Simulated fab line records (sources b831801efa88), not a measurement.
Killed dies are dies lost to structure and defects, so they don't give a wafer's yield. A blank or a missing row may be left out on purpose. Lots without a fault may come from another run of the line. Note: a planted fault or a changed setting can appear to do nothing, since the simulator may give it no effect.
Comparing a struck lot with a sound one	flow sky130	37 out of 708 route steps
Sound: wafers L420.3, L420.5, L420.6. Struck: wafers L421.1, L421.4, L421.5. The cause is given at the end.
For every step that has rows: the tool of each side, followed by ch and its chambers, followed by its first start. Under that, the readings that differ: sound wafers	struck wafers	difference of the means	sigmas: that difference in standard deviations of wafers without a fault.
alike: words and numbers the same on both sides, and readings whose means are apart by under 2 such deviations; not compared: readings that were withheld, readings missing a value for some wafer, numbers with overlapping values and no deviation given by the record, and bounds like >300 which may hide the same value.
The two part at a step that has a row with sigmas, a row that says differs or no value, or rows on one side only. Numbers that don't overlap but have no deviation are shown without sigmas and don't part them. Lack of a reading on every wafer of one side parts them only where that side has two or more wafers.

first, 10 steps without rows for these wafers: SKY_LDD_LDN_SOFTBAKE_03 (time 60 s); SKY_LDD_LDN_EXPOSE_04 (exposes mask LDNTM, target cd 700 nm); SKY_LDD_LDN_PEB_05; SKY_LDD_LDN_DEVELOP_06 (develop time 59.24 s); SKY_LDD_LDN_IMPLANT_08; SKY_LDD_LDN_IMPLANT_09; SKY_LDD_LDN_IMPLANT_10; SKY_LDD_LDN_IMPLANT_11; SKY_LDD_LDN_STRIP_12 (strips in O2/N2); SKY_LDD_LDN_CLEAN_14 (cleans in SC1/SC2, time 150 s).
SKY_SPACER_CVD_00: deposits Si3N4 from DCS/NH3, target thk 43.1 nm, time 740 s.
  sound on lpcvd-02 ch 0, day 26 13:40; struck on lpcvd-02 ch 0, day 26 20:40
reading	sound	struck	difference	sigmas
spike_tc_bottom_C (C)	792.1 791.0 790.4	771.6 768.8 772.5	-20.2	-18
spike_tc_centre_C (C)	770.7 770.9 769.4	750.3 750.5 750.3	-20.0	-18
spike_tc_lower_C (C)	770.5 770.6 771.5	750.0 749.6 749.6	-21.1	-18
spike_tc_top_C (C)	787.3 786.4 789.1	767.9 767.5 765.9	-20.5	-12
spike_tc_upper_C (C)	770.6 771.0 769.3	750.2 752.8 751.9	-18.7	-17
susceptor_temp_C (C)	769.4 769.7 770.1	750.5 749.9 749.7	-19.7	-55
zone_power_top_pct (%)	27.2 26.8 27.1	25.5 26.1 25.6	-1.3	-4
model.Si3N4_of_SPACER_CVD_00.thk_nm (nm)	43.16 42.85 42.96	28.8 29.05 28.95	-14.1	
  alike: zone_power_bottom_pct
SKY_SPACER_THK_MEAS_01:
  struck on film_metro-02, day 26 21:52; sound on film_metro-02, day 26 14:54
reading	sound	struck	difference	sigmas
SPACER_CVD_00_THK (nm)	43.2 42.9 43.0	28.8 29.0 28.9	-14.1	-38
SKY_SPACER_ETCHBACK_02: etches Si3N4 in CH3F/O2, stops on SiO2, time 46.7 s, target depth 45 nm.
  sound on rie_diel-04 ch 2,3, day 26 14:56; struck on rie_diel-04 ch 0,1,2, day 26 21:56
reading	sound	struck	difference	sigmas
oes_product_au (a.u.)	0.869 0.849 0.851	0.691 0.694 0.696	-0.163	-23
model.etch.depth_nm (nm)	43.16 42.85 42.96	28.8 29.05 28.95	-14.1	
  alike: O2_flow_sccm, ch3f_flow_sccm, drypump_motor_current_A, throttle_valve_pct
  not compared: rf_hours_counter_h
then, 22 steps without rows for these wafers: SKY_POLY_CUT_DEHYDRATE_00 (time 60 s); SKY_POLY_CUT_HMDS_01 (prime time 60 s); SKY_POLY_CUT_COAT_02 (resist thk 60 nm); SKY_POLY_CUT_COAT_03 (resist thk 450 nm); SKY_POLY_CUT_SOFTBAKE_04 (time 90 s); SKY_POLY_CUT_EXPOSE_05 (exposes mask NPCM, target cd 270 nm); SKY_POLY_CUT_PEB_06; SKY_POLY_CUT_DEVELOP_07 (develop time 60 s); SKY_POLY_CUT_ETCH_10 (etches BARC in N2/H2, stops on SiO2, time 45.9 s, target depth 60 nm); SKY_POLY_CUT_ETCH_11 (etches Si3N4 in CF4/CH2F2/Ar, stops on poly-Si, time 42.5 s, target depth 60 nm); SKY_POLY_CUT_STRIP_12 (strips in O2/N2); SKY_SD_P_DEHYDRATE_00 (time 60 s); SKY_SD_P_HMDS_01 (prime time 60 s); SKY_SD_P_COAT_02 (resist thk 1140 nm); SKY_SD_P_SOFTBAKE_03 (time 60 s); SKY_SD_P_EXPOSE_04 (exposes mask PSDM, target cd 380 nm); SKY_SD_P_PEB_05; SKY_SD_P_DEVELOP_06 (develop time 60 s); SKY_SD_P_IMPLANT_09; SKY_SD_P_STRIP_10 (strips in O2/N2); SKY_RES_XHIGH_DEHYDRATE_00 (time 60 s); SKY_RES_XHIGH_HMDS_01 (prime time 60 s).
-- the record jumps here: 5 days lie between the struck wafers' starts before and after (it left off in module RES_XHIGH and takes up again in module SALICIDE, whose first step shown is number 361 of the route) --
SKY_SALICIDE_CLEAN_00: cleans in HF-last, time 30 s.
  sound on wet_bench-01 ch 1, day 31 08:41; struck on wet_bench-02 ch 2, day 31 13:56
reading	sound	struck	difference	sigmas
model.Si3N4_of_SPACER_CVD_00.thk_nm (nm)	42.19 41.88 41.98	27.82 28.07 27.98	-14.06	
-- the record jumps here: 17 days lie between the struck wafers' starts before and after (it left off in module SALICIDE and takes up again in module PAD_OPEN, whose first step shown is number 708 of the route) --
SKY_PAD_OPEN_PROBE_99:
  struck on prober-02, day 48 11:23; sound on prober-01, day 48 10:32
reading	sound	struck	difference	sigmas
model.etest.pfet_01v8.r_on_ohm_um	2966 2938 2994	2524 2519 2457	-466	
model.etest.pfet_g5v0d10v5.r_on_ohm_um	4750 4799 4836	4687 4646 4704	-116	
model.etest.nfet_g5v0d10v5.r_on_ohm_um	1896 1854 1901	1849 1822 1829	-50	
model.etest.sonos_uncharged.r_on_ohm_um	815.2 803.9 808.3	718.2 696.4 716.6	-98.7	
model.etest.res_pdiff.line_ohm_um	1386 1377 1375	1291 1324 1323	-67	
model.etest.pfet_01v8.drive_ua_um	185 187.8 184.5	225.7 227.1 231.2	+42.2	
model.etest.nfet_01v8_lvt.drive_ua_um	552.5 554.7 535.9	574.7 568.8 582.9	+27.8	
model.etest.sram_nfet_pass.drive_ua_um	469.4 463.2 454.4	511.1 510.3 515.4	+49.9	
  alike: killed_at_M0_to_M3, killed_at_M4_up, killed_at_contacts, killed_at_front_end, killed_at_other, killed_dies, killed_on_rim, killed_open, killed_short

== WHERE THEY PART ==
Earliest at SKY_SPACER_CVD_00; latest, in this record, at SKY_SPACER_ETCHBACK_02. Later steps at which nothing parts them and some readings are alike: SKY_PAD_OPEN_PROBE_99.

WHY: what the simulator had put in
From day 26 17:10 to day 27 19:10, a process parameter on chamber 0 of lpcvd-02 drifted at SKY_SPACER_CVD_00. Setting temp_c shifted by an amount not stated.
